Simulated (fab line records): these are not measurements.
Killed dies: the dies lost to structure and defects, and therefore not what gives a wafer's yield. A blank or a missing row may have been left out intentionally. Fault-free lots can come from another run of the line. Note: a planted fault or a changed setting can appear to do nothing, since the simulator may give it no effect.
fab line records ; flow sky130
record lots=10; wafers=30; last_day=50
route steps=708 shown POLY_GATE@228 VIA1@472 METAL2@485 METAL3@533 PAD_OPEN@708
lots with no fault: from the same line, run without faults
start_h: start of the lot's first displayed wafer, in hours after the record's first day ; wait_h: hours elapsed since this lot's preceding step ; " repeats the value in the row above ; L1.1+2: several wafers, shown together as one row ; - no value, or no start was given ; * or withheld: withheld ; < > ~ a bound
route shown NAME@n: NAME is a module with steps in the file, n the number in the route of the first one ; usual: mean/standard deviation of fault-free wafers ; same: alike in all rows ; chamber/n: place in a boat ; sites: the reading at each site ; _std_site: their standard deviation ; _edge_site: mean of outer sites minus mean of inner sites ; radius_mm: how far each site lies from the wafer's centre ; mask NAME#n: copy n ; behind: the most recent tool/chamber to have shaped the wafer ; hold: why the lot went on hold/how many hours it stayed there/how the hold came to an end ; device: whichever transistor did not switch (one of n, p or np) ; end of line: tests of these same wafers at the route's end ; a step with no rows: only its recipe ; killed: count of dies lost to structure and defects at first sort (not the wafer's yield) ; map: shows each die of a wafer: x if killed, . if not, _ if none is there
set.NAME: the setting the step ran with; set.NAME@STEP: the setting that earlier step ran with ; model.NAME: the simulator's own value behind a step, which no gauge read
a sample of lots followed through the steps of the route, with each step as a table and each wafer as a row
services: from which hour (start_h, from the record's first day; less than 0 if before it) a tool's chamber was out of use, for how many hours, and why
## steps
# step SKY_POLY_GATE_OVL_MEAS_14
# usual POLY_GATE_OVL=0/5.7
lot.wafer;tool;chamber;start_h;wait_h;POLY_GATE_OVL[nm]
L505.3;overlay-02;-;370.08;0.1;5
L505.5;overlay-02;-;370.08;0.1;-2
L505.6;overlay-02;-;370.08;0.1;9
L508.1;overlay-01;-;394.33;0.1;3
L508.4;overlay-01;-;394.33;0.1;5
L508.5;overlay-01;-;394.33;0.1;-2
L509.1;overlay-02;-;401.19;0.1;0
L509.2;overlay-02;-;401.19;0.1;3
L509.5;overlay-02;-;401.19;0.1;5
L510.1;overlay-02;-;429.39;0.1;-1
L510.2;overlay-02;-;429.39;0.1;-5
L510.6;overlay-02;-;429.39;0.1;1
L511.2;overlay-01;-;430.10;0.1;-9
L511.3;overlay-01;-;430.10;0.1;0
L511.6;overlay-01;-;430.10;0.1;-12
L520.1;overlay-02;-;506.08;0.1;1
L520.4;overlay-02;-;506.08;0.1;5
L520.6;overlay-02;-;506.08;0.1;5
L521.1;overlay-02;-;512.67;0.1;-6
L521.2;overlay-02;-;512.67;0.1;-9
L521.5;overlay-02;-;512.67;0.1;-2
L524.1;overlay-02;-;537.13;0.1;1
L524.2;overlay-02;-;537.13;0.1;7
L524.4;overlay-02;-;537.13;0.1;6
L527.3;overlay-02;-;567.70;0.1;-5
L527.4;overlay-02;-;567.70;0.1;-9
L527.5;overlay-02;-;567.70;0.1;4
L528.2;overlay-02;-;577.42;0.1;0
L528.3;overlay-02;-;577.42;0.1;7
L528.4;overlay-02;-;577.42;0.1;4
# step SKY_VIA1_ETCH_14
# recipe chemistry=N2/H2; target=BARC; ion_energy_ev=200; source_w=500; bias_w=100; pressure_mtorr=30; n2_flow_sccm=100; h2_flow_sccm=200; stop_on=SiO2; time_s=45.9; target_depth_a=600
# usual drypump_motor_current_A=5.7/0.41; oes_product_au=0.854/0.0046; throttle_valve_pct=13.224/0.0086
lot.wafer;tool;chamber;start_h;wait_h;drypump_motor_current_A;oes_product_au;rf_hours_counter_h;throttle_valve_pct
L505.3;rie_diel-02;0;789.69;0.0;5.1;0.854;18;13.248
L505.5;rie_diel-02;1;789.69;0.0;6.4;0.853;-;13.217
L505.6;rie_diel-02;0;789.69;0.0;5.1;0.848;-;13.226
L508.1;rie_diel-02;2;816.11;0.0;5.5;0.857;9;13.225
L508.4;rie_diel-02;3;816.11;0.0;5.9;0.854;-;13.220
L508.5;rie_diel-02;0;816.11;0.0;5.1;0.852;-;13.217
L509.1;rie_diel-04;0;819.64;0.0;5.4;0.854;17;13.230
L509.2;rie_diel-04;1;819.64;0.0;5.6;0.857;9;13.215
L509.5;rie_diel-04;0;819.64;0.0;5.4;0.855;-;13.232
L510.1;rie_diel-04;1;845.24;0.0;5.6;0.859;10;13.235
L510.2;rie_diel-04;0;845.24;0.0;5.4;0.852;17;13.225
L510.6;rie_diel-04;1;845.24;0.0;5.6;0.858;-;13.229
L511.2;rie_diel-04;0;848.61;0.0;5.4;0.857;17;13.236
L511.3;rie_diel-04;1;848.61;0.0;5.6;0.853;10;13.229
L511.6;rie_diel-04;0;848.61;0.0;5.4;0.850;-;13.230
L520.1;rie_diel-04;1;909.96;0.0;5.7;0.848;11;13.221
L520.4;rie_diel-04;2;909.96;0.0;6.0;0.856;15;13.219
L520.6;rie_diel-04;0;909.96;0.0;5.4;0.842;-;13.238
L521.1;rie_diel-04;3;911.99;0.0;6.4;0.854;4;13.210
L521.2;rie_diel-04;2;911.99;0.0;6.0;0.854;15;13.230
L521.5;rie_diel-04;0;911.99;0.0;5.4;0.850;-;13.211
L524.1;rie_diel-02;3;933.94;0.0;5.9;0.848;10;13.225
L524.2;rie_diel-02;2;933.94;0.0;5.5;0.854;13;13.236
L524.4;rie_diel-02;1;933.94;0.0;6.4;0.854;3;13.224
L527.3;rie_diel-04;1;959.46;0.0;5.6;0.861;13;13.229
L527.4;rie_diel-04;0;959.46;0.0;5.4;0.860;20;13.227
L527.5;rie_diel-04;1;959.46;0.0;5.6;0.852;-;13.221
L528.2;rie_diel-03;0;963.02;0.0;5.9;0.847;4;13.228
L528.3;rie_diel-03;1;963.02;0.0;5.5;0.858;14;13.223
L528.4;rie_diel-03;3;963.02;0.0;6.0;0.858;18;13.200
# step SKY_METAL2_SPUTTER_02
# recipe material=AlCu; target_thk_nm=250; power_w=10600; time_s=13.3; chamber_pressure_pa=0.4
# usual chamber_pressure_pa=0.4002/0.00089; throttle_valve_pct=29.8/0.73
lot.wafer;tool;chamber;start_h;wait_h;chamber_pressure_pa;throttle_valve_pct
L505.3;pvd_sputter-04;-;791.09;0.0;0.3993;30.8
L505.5;pvd_sputter-04;-;791.09;0.0;0.4003;30.8
L505.6;pvd_sputter-04;-;791.09;0.0;0.4008;28.9
L508.1;pvd_sputter-03;-;817.48;0.0;0.3988;29.3
L508.4;pvd_sputter-03;-;817.48;0.0;0.4003;29.5
L508.5;pvd_sputter-03;-;817.48;0.0;0.4005;29.8
L509.1;pvd_sputter-03;-;821.01;0.0;0.3994;29.0
L509.2;pvd_sputter-03;-;821.01;0.0;0.4003;29.0
L509.5;pvd_sputter-03;-;821.01;0.0;0.4010;29.3
L510.1;pvd_sputter-04;-;846.60;0.0;0.4019;30.4
L510.2;pvd_sputter-04;-;846.60;0.0;0.3993;30.2
L510.6;pvd_sputter-04;-;846.60;0.0;0.4017;31.0
L511.2;pvd_sputter-04;-;849.97;0.0;0.4013;29.1
L511.3;pvd_sputter-04;-;849.97;0.0;0.3998;30.3
L511.6;pvd_sputter-04;-;849.97;0.0;0.3996;28.7
L520.1;pvd_sputter-04;-;911.32;0.0;0.2161;42.2
L520.4;pvd_sputter-04;-;911.32;0.0;0.4004;29.1
L520.6;pvd_sputter-04;-;911.32;0.0;0.2156;42.2
L521.1;pvd_sputter-04;-;913.36;0.0;0.4003;29.0
L521.2;pvd_sputter-04;-;913.36;0.0;0.2149;42.4
L521.5;pvd_sputter-04;-;913.36;0.0;0.4000;30.1
L524.1;pvd_sputter-01;-;935.30;0.0;0.4015;29.7
L524.2;pvd_sputter-01;-;935.30;0.0;0.3994;30.2
L524.4;pvd_sputter-01;-;935.30;0.0;0.3999;31.6
L527.3;pvd_sputter-03;-;960.82;0.0;0.3998;29.8
L527.4;pvd_sputter-03;-;960.82;0.0;0.3992;29.2
L527.5;pvd_sputter-03;-;960.82;0.0;0.4006;30.0
L528.2;pvd_sputter-03;-;964.42;0.0;0.3996;29.1
L528.3;pvd_sputter-03;-;964.42;0.0;0.4002;29.1
L528.4;pvd_sputter-03;-;964.42;0.0;0.4003;29.9
# step SKY_METAL2_RS_MEAS_05
# recipe thk_meas_gauge=four-point-probe; reads=TiN_of_METAL2_SPUTTER_04+Ti_of_METAL2_SPUTTER_03+AlCu_of_METAL2_SPUTTER_02+TiN_of_METAL2_SPUTTER_01+Ti_of_METAL2_SPUTTER_00
# usual METAL2_ALCU_RS=0.1271/0.0011
lot.wafer;tool;chamber;start_h;wait_h;METAL2_ALCU_RS[ohm/sq]
L505.3;film_metro-04;-;791.26;0.1;0.1259
L505.5;film_metro-04;-;791.26;0.1;0.1262
L505.6;film_metro-04;-;791.26;0.1;0.1258
L508.1;film_metro-01;-;817.57;0.0;0.1269
L508.4;film_metro-01;-;817.57;0.0;0.1292
L508.5;film_metro-01;-;817.57;0.0;0.1270
L509.1;film_metro-01;-;821.10;0.0;0.1275
L509.2;film_metro-01;-;821.10;0.0;0.1258
L509.5;film_metro-01;-;821.10;0.0;0.1267
L510.1;film_metro-02;-;846.69;0.0;0.1269
L510.2;film_metro-02;-;846.69;0.0;0.1267
L510.6;film_metro-02;-;846.69;0.0;0.1255
L511.2;film_metro-02;-;850.08;0.0;0.1268
L511.3;film_metro-02;-;850.08;0.0;0.1248
L511.6;film_metro-02;-;850.08;0.0;0.1271
L520.1;film_metro-02;-;911.42;0.0;0.1121
L520.4;film_metro-02;-;911.42;0.0;0.1267
L520.6;film_metro-02;-;911.42;0.0;0.1115
L521.1;film_metro-02;-;913.45;0.0;0.1260
L521.2;film_metro-02;-;913.45;0.0;0.1103
L521.5;film_metro-02;-;913.45;0.0;0.1253
L524.1;film_metro-04;-;935.39;0.0;0.1272
L524.2;film_metro-04;-;935.39;0.0;0.1282
L524.4;film_metro-04;-;935.39;0.0;0.1279
L527.3;film_metro-04;-;960.96;0.1;0.1262
L527.4;film_metro-04;-;960.96;0.1;0.1267
L527.5;film_metro-04;-;960.96;0.1;0.1269
L528.2;film_metro-02;-;964.53;0.0;0.1262
L528.3;film_metro-02;-;964.53;0.0;0.1285
L528.4;film_metro-02;-;964.53;0.0;0.1263
# step SKY_METAL2_THK_MEAS_06
# recipe thk_meas_gauge=xrf; reads=AlCu_of_METAL2_SPUTTER_02
# usual METAL2_ALCU_THK=248.6/2.5
lot.wafer;tool;chamber;start_h;wait_h;METAL2_ALCU_THK[nm]
L505.3;film_metro-04;-;791.36;0.1;249.8
L505.5;film_metro-04;-;791.36;0.1;249.9
L505.6;film_metro-04;-;791.36;0.1;253.6
L508.1;film_metro-01;-;817.69;0.1;249.2
L508.4;film_metro-01;-;817.69;0.1;247.5
L508.5;film_metro-01;-;817.69;0.1;250.6
L509.1;film_metro-01;-;821.22;0.1;248.7
L509.2;film_metro-01;-;821.22;0.1;252.8
L509.5;film_metro-01;-;821.22;0.1;249.7
L510.1;film_metro-02;-;846.81;0.1;248.5
L510.2;film_metro-02;-;846.81;0.1;248.9
L510.6;film_metro-02;-;846.81;0.1;250.2
L511.2;film_metro-02;-;850.19;0.1;248.9
L511.3;film_metro-02;-;850.19;0.1;252.8
L511.6;film_metro-02;-;850.19;0.1;250.6
L520.1;film_metro-02;-;911.54;0.1;271.3
L520.4;film_metro-02;-;911.54;0.1;247.6
L520.6;film_metro-02;-;911.54;0.1;273.1
L521.1;film_metro-02;-;913.57;0.1;249.2
L521.2;film_metro-02;-;913.57;0.1;274.5
L521.5;film_metro-02;-;913.57;0.1;253.0
L524.1;film_metro-04;-;935.51;0.1;250.6
L524.2;film_metro-04;-;935.51;0.1;249.1
L524.4;film_metro-04;-;935.51;0.1;249.5
L527.3;film_metro-04;-;961.06;0.1;248.8
L527.4;film_metro-04;-;961.06;0.1;250.3
L527.5;film_metro-04;-;961.06;0.1;249.2
L528.2;film_metro-02;-;964.64;0.1;246.9
L528.3;film_metro-02;-;964.64;0.1;243.2
L528.4;film_metro-02;-;964.64;0.1;249.8
# step SKY_METAL3_SPUTTER_01
# recipe material=TiN; target_thk_nm=20; power_w=6500; time_s=16.7; chamber_pressure_pa=0.4
# usual chamber_pressure_pa=0.4000/0.00092; throttle_valve_pct=29.9/0.83
lot.wafer;tool;chamber;start_h;wait_h;chamber_pressure_pa;throttle_valve_pct
L505.3;pvd_sputter-04;-;845.65;0.0;0.3985;28.9
L505.5;pvd_sputter-04;-;845.65;0.0;0.4004;30.8
L505.6;pvd_sputter-04;-;845.65;0.0;0.4009;28.7
L508.1;pvd_sputter-03;-;871.84;0.0;0.4007;29.6
L508.4;pvd_sputter-03;-;871.84;0.0;0.4003;29.9
L508.5;pvd_sputter-03;-;871.84;0.0;0.4012;29.4
L509.1;pvd_sputter-02;-;875.31;0.0;0.3992;28.6
L509.2;pvd_sputter-02;-;875.31;0.0;0.4000;30.2
L509.5;pvd_sputter-02;-;875.31;0.0;0.3993;28.5
L510.1;pvd_sputter-02;-;900.88;0.0;0.4009;28.6
L510.2;pvd_sputter-02;-;900.88;0.0;0.4010;30.3
L510.6;pvd_sputter-02;-;900.88;0.0;0.3999;28.8
L511.2;pvd_sputter-04;-;904.85;0.0;0.3996;30.9
L511.3;pvd_sputter-04;-;904.85;0.0;0.3995;28.9
L511.6;pvd_sputter-04;-;904.85;0.0;0.4011;30.5
L520.1;pvd_sputter-03;-;963.77;0.0;0.3994;29.0
L520.4;pvd_sputter-03;-;963.77;0.0;0.3997;29.1
L520.6;pvd_sputter-03;-;963.77;0.0;0.3995;30.1
L521.1;pvd_sputter-04;-;964.90;0.0;0.4006;30.6
L521.2;pvd_sputter-04;-;964.90;0.0;0.4011;28.8
L521.5;pvd_sputter-04;-;964.90;0.0;0.4011;29.1
L524.1;pvd_sputter-02;-;986.82;0.0;0.4019;31.4
L524.2;pvd_sputter-02;-;986.82;0.0;0.4007;30.4
L524.4;pvd_sputter-02;-;986.82;0.0;0.4012;30.7
L527.3;pvd_sputter-02;-;1011.51;0.0;0.3998;30.8
L527.4;pvd_sputter-02;-;1011.51;0.0;0.4005;30.7
L527.5;pvd_sputter-02;-;1011.51;0.0;0.3994;28.6
L528.2;pvd_sputter-04;-;1014.84;0.0;0.4008;31.1
L528.3;pvd_sputter-04;-;1014.84;0.0;0.3996;29.4
L528.4;pvd_sputter-04;-;1014.84;0.0;0.4010;29.2
# step SKY_PAD_OPEN_PROBE_99
# usual defect_limited_yield=82.4/2; killed_at_M0_to_M3=43/7; killed_at_M4_up=3.3/1.8; killed_at_contacts=24/6.2; killed_at_front_end=16/4.7; killed_at_other=0.4/0.58; killed_dies=87/10; killed_open=47/6.4; killed_short=39/7; sort_bin_3_pad_short=0.9/0.35; sort_bin_5_function=10.3/1.5; sort_bin_6_memory=6.4/1.2; sort_n_pass=406/9.9; sort_yield_pct=82.5/2
# same gross_dies=492; killed_at_back_side=0; sort_bin_4_leakage[%]=0; sort_bin_8_speed[%]=0
lot.wafer;tool;chamber;start_h;wait_h;defect_limited_yield[%];killed_at_M0_to_M3;killed_at_M4_up;killed_at_contacts;killed_at_front_end;killed_at_other;killed_dies;killed_open;killed_short;sort_bin_3_pad_short[%];sort_bin_5_function[%];sort_bin_6_memory[%];sort_n_pass;sort_yield_pct[%]
L505.3;prober-01;-;1070.93;0.2;83.1;46;1;23;13;0;83;46;37;1.2;12.0;3.7;409;83.1
L505.5;prober-01;-;1071.03;0.2;82.7;43;4;24;14;0;85;35;50;1.8;10.0;5.5;407;82.7
L505.6;prober-01;-;1071.08;0.2;84.6;38;3;25;10;0;76;41;35;1.4;7.7;6.3;416;84.6
L508.1;prober-02;-;1091.21;0.1;78.9;44;4;43;13;0;104;56;48;1.0;13.0;7.1;388;78.9
L508.4;prober-02;-;1091.36;0.2;83.1;34;6;28;15;0;83;49;34;1.0;10.8;5.1;409;83.1
L508.5;prober-02;-;1091.41;0.2;81.3;37;7;33;15;0;92;45;47;1.0;10.6;7.1;400;81.3
L520.1;prober-02;-;1166.14;0.1;85.4;38;2;20;12;0;72;39;33;0.8;7.9;5.9;420;85.4
L520.4;prober-02;-;1166.29;0.2;80.5;51;2;27;16;0;96;61;35;0.2;11.2;8.1;396;80.5
L520.6;prober-02;-;1166.39;0.2;80.1;55;4;25;14;0;98;61;37;0.6;12.2;7.1;394;80.1
L521.1;prober-01;-;1167.16;0.1;83.7;42;2;21;15;0;80;43;37;1.0;9.8;5.5;412;83.7
L521.2;prober-01;-;1167.21;0.1;81.5;50;0;24;16;1;91;53;38;0.4;11.6;6.5;401;81.5
L521.5;prober-01;-;1167.36;0.2;83.5;44;2;18;17;0;81;44;37;0.8;8.1;7.5;411;83.5
# killed by level:class
L505.3 VIA1:geometric_particle:open=12 CONTACT:geometric_particle:open=9 LI_CONTACT:geometric_particle:open=7 LOCAL_INTERCONNECT:geometric_particle:short=5 VIA1:geometric_particle:short=5 METAL2:geometric_particle:short=5 VIA2:geometric_particle:open=5 FIELD_ISO:geometric_particle:short=4
L505.5 LI_CONTACT:geometric_particle:open=8 VIA1:geometric_particle:short=8 VIA1:geometric_particle:open=7 METAL2:geometric_particle:short=7 LOCAL_INTERCONNECT:geometric_particle:short=6 CONTACT:geometric_particle:open=6 METAL3:geometric_particle:short=5 POLY_GATE:geometric_particle:open=4
L505.6 LI_CONTACT:geometric_particle:open=10 VIA1:geometric_particle:open=7 CONTACT:geometric_particle:short=6 CONTACT:geometric_particle:open=5 METAL1:geometric_particle:short=5 VIA2:geometric_particle:open=5 METAL2:geometric_particle:short=5 VIA3:geometric_particle:open=4
L508.1 LI_CONTACT:geometric_particle:open=17 VIA1:geometric_particle:open=13 METAL2:geometric_particle:short=10 CONTACT:geometric_particle:open=10 LOCAL_INTERCONNECT:geometric_particle:short=6 CONTACT:geometric_particle:short=6 METAL3:geometric_particle:short=5 FIELD_ISO:geometric_particle:open=4
L508.4 CONTACT:geometric_particle:open=13 LI_CONTACT:geometric_particle:open=11 VIA1:geometric_particle:open=7 POLY_GATE:geometric_particle:short=6 VIA2:geometric_particle:open=6 VIA1:geometric_particle:short=5 METAL4:geometric_particle:short=5 FIELD_ISO:geometric_particle:open=4
L508.5 CONTACT:geometric_particle:open=12 VIA1:geometric_particle:open=9 VIA1:geometric_particle:short=7 METAL4:geometric_particle:short=7 LI_CONTACT:geometric_particle:open=6 METAL1:geometric_particle:short=5 LI_CONTACT:geometric_particle:short=5 LOCAL_INTERCONNECT:geometric_particle:short=5
L520.1 VIA1:geometric_particle:open=12 CONTACT:geometric_particle:open=8 VIA2:geometric_particle:short=5 LOCAL_INTERCONNECT:geometric_particle:short=5 FIELD_ISO:geometric_particle:short=4 METAL1:geometric_particle:short=4 FIELD_ISO:geometric_particle:open=3 POLY_GATE:geometric_particle:short=3
L520.4 VIA1:geometric_particle:open=18 CONTACT:geometric_particle:open=13 VIA3:geometric_particle:open=7 METAL1:geometric_particle:short=6 FIELD_ISO:geometric_particle:open=5 VIA2:geometric_particle:open=5 POLY_GATE:geometric_particle:short=4 LI_CONTACT:geometric_particle:open=4
L520.6 VIA1:geometric_particle:open=19 LI_CONTACT:geometric_particle:open=8 VIA3:geometric_particle:open=8 CONTACT:geometric_particle:open=7 VIA2:geometric_particle:open=6 FIELD_ISO:geometric_particle:short=5 CONTACT:geometric_particle:short=5 VIA1:geometric_particle:short=5
L521.1 VIA1:geometric_particle:open=10 VIA2:geometric_particle:open=8 CONTACT:geometric_particle:open=8 FIELD_ISO:geometric_particle:open=6 METAL3:geometric_particle:short=6 LI_CONTACT:geometric_particle:open=5 LOCAL_INTERCONNECT:geometric_particle:short=5 VIA1:geometric_particle:short=5
L521.2 VIA1:geometric_particle:open=13 CONTACT:geometric_particle:open=10 METAL2:geometric_particle:short=7 FIELD_ISO:geometric_particle:open=6 LOCAL_INTERCONNECT:geometric_particle:short=6 METAL1:geometric_particle:short=6 VIA2:geometric_particle:open=6 VIA1:geometric_particle:short=5
L521.5 VIA1:geometric_particle:open=9 CONTACT:geometric_particle:open=6 FIELD_ISO:geometric_particle:short=5 POLY_GATE:geometric_particle:open=5 LI_CONTACT:geometric_particle:open=5 VIA3:geometric_particle:open=5 METAL1:geometric_particle:short=5 METAL2:geometric_particle:short=5
## services
tool;chamber;start_h;hours;kind
rie_diel-03;3;769.88;3.0;repair
pvd_sputter-04;1;773.42;-;consumable_replace:kit
pvd_sputter-04;1;773.42;18.0;scheduled_down
pvd_sputter-04;1;773.42;18.0;vent_cycle
rie_diel-04;-;794.95;2.3;repair
rie_diel-03;1;803.07;5.4;repair
rie_diel-04;3;853.37;7.4;repair
rie_diel-02;0;855.87;4.3;repair
rie_diel-02;1;857.86;3.7;repair
pvd_sputter-03;0;880.90;-;consumable_replace:kit
pvd_sputter-03;0;880.90;18.0;scheduled_down
pvd_sputter-03;0;880.90;18.0;vent_cycle
rie_diel-04;0;881.71;4.0;repair
rie_diel-04;3;887.79;5.6;repair
rie_diel-03;0;899.35;15.1;repair
rie_diel-02;-;917.63;0.2;repair
rie_diel-02;0;922.45;3.1;repair
pvd_sputter-03;-;924.89;2.9;repair
rie_diel-04;0;935.67;9.3;repair
pvd_sputter-01;-;954.81;4.3;repair
pvd_sputter-04;0;961.27;-;consumable_replace:kit
pvd_sputter-04;0;961.27;18.0;scheduled_down
pvd_sputter-04;0;961.27;18.0;vent_cycle
rie_diel-03;3;999.98;4.8;repair
## key
first_sign step=SKY_METAL2_SPUTTER_02; reading=chamber_pressure_pa; direction=down; sigmas=99+; usual=0.4002; struck=0.2155
effect step=SKY_METAL2_SPUTTER_02; reading=throttle_valve_pct; direction=up; sigmas=17; usual=29.8; struck=42.3
effect step=SKY_METAL2_RS_MEAS_05; reading=METAL2_ALCU_RS; direction=down; sigmas=14; usual=0.1271; struck=0.1113
effect step=SKY_METAL2_THK_MEAS_06; reading=METAL2_ALCU_THK; direction=up; sigmas=9.7; usual=248.6; struck=273.0
met_at SKY_METAL2_SPUTTER_02
struck_lots L520,L521
struck_wafers L520.1,L520.6,L521.2
not_acting_at SKY_POLY_GATE_OVL_MEAS_14,SKY_VIA1_ETCH_14,SKY_METAL3_SPUTTER_01
onset_between 846.60 911.32
fault kind=process_parameter_drift; tool=pvd_sputter-04; chamber=-; onset_h=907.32; steps=SKY_METAL2_SPUTTER_02; channel=chamber_pressure_pa; offset=-0.18486; shape=step; end_h=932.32; acts_in=these_recipes_only; stated=0.4; scope=struck_wafers_only
